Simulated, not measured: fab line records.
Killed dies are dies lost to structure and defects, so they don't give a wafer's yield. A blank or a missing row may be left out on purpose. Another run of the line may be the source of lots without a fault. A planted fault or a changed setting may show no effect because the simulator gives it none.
The same fault as seen by 2 desks | flow gf180mcu | only its own numbers are on each desk; what lay behind them is given at the end

== TOOL OWNER'S DESK, cvd-w-01 ==
The tool's own readings at GF_V1_CVD_23 (deposits W, target thk 350 nm, time 105.05 s): means of the sampled wafers that have a number, for each lot that ran on this tool. Any lot whose mean is over 4 standard deviations away from the usual mean is out of limits and marked OUT; that distance is given in the brackets.
Columns: A = heater-power-w at GF_V1_CVD_23, usual 769 W
lot  | first seen here | A
L179 | day 18 04:58    | 806
L180 | day 18 14:20    | 800
L181 | day 18 19:11    | 879
L184 | day 20 10:37    | 805
L189 | day 22 02:05    | 860
L191 | day 23 11:26    | 838
L196 | day 24 06:50    | 842
L197 | day 24 14:20    | 813
This desk found nothing out of limits on any of the 8 lots.

== METROLOGY DESK ==
What the gauges read for every lot (on any tool): the sampled wafers with a number, averaged. Any lot whose mean is over 4 standard deviations away from the usual mean is out of limits and marked OUT; that distance is given in the brackets.
Columns: A = CONTACT_CVD_00_THK at GF_CONTACT_THK_MEAS_01, usual 299.5 nm; B = V1_W_RS at GF_V1_RS_MEAS_24, usual 0.3314 ohm/sq; C = V1_W_THK at GF_V1_THK_MEAS_25, usual 351 nm
lot  | first seen here | A     | B                | C
L179 | day 15 05:02    | 303.1 | 0.3315           | 349
L180 | day 15 13:44    | 297.8 | 0.3297           | 353
L181 | day 15 16:37    | 297.1 | 0.3292           | 351
L184 | day 17 04:54    | 304.9 | 0.3315           | 357
L189 | day 18 21:13    | 295.7 | 0.3304           | 352
L190 | day 19 08:22    | 299.1 | 0.3281           | 353
L191 | day 20 08:25    | 301.7 | 0.3356           | 348
L195 | day 21 02:32    | 297.1 | 0.3294           | 349
L196 | day 21 05:16    | 302.3 | 0.6183 (+96) OUT | 271 (-18) OUT
L197 | day 21 12:40    | 302.6 | 0.6278 (+99) OUT | 262 (-20) OUT
L202 | day 23 05:41    | 298.4 | 0.3303           | 348
This desk reports L196, L197 out of limits; the earliest was L196 at day 24 06:58 (V1_W_RS at GF_V1_RS_MEAS_24). L179, L180, L181, L184, L189, L190, L191, L195, L202: within limits.

== BROUGHT TOGETHER ==
The metrology desk could have raised an alarm at day 24 06:58, on L196, L197.
Nothing out of limits was seen by the tool owner's desk.
Tool owner's desk: L196, L197 on record, inside its limits.
The lots listed all ran GF_V1_CVD_23 on cvd-w-01.

== WHAT THE SIMULATOR PUT IN ==
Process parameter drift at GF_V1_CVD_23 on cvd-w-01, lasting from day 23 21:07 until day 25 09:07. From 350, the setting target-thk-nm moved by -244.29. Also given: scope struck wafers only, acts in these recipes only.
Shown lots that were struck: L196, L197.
Delay in hours, fault start to first out-of-limits reading, per desk: metrology desk 10.
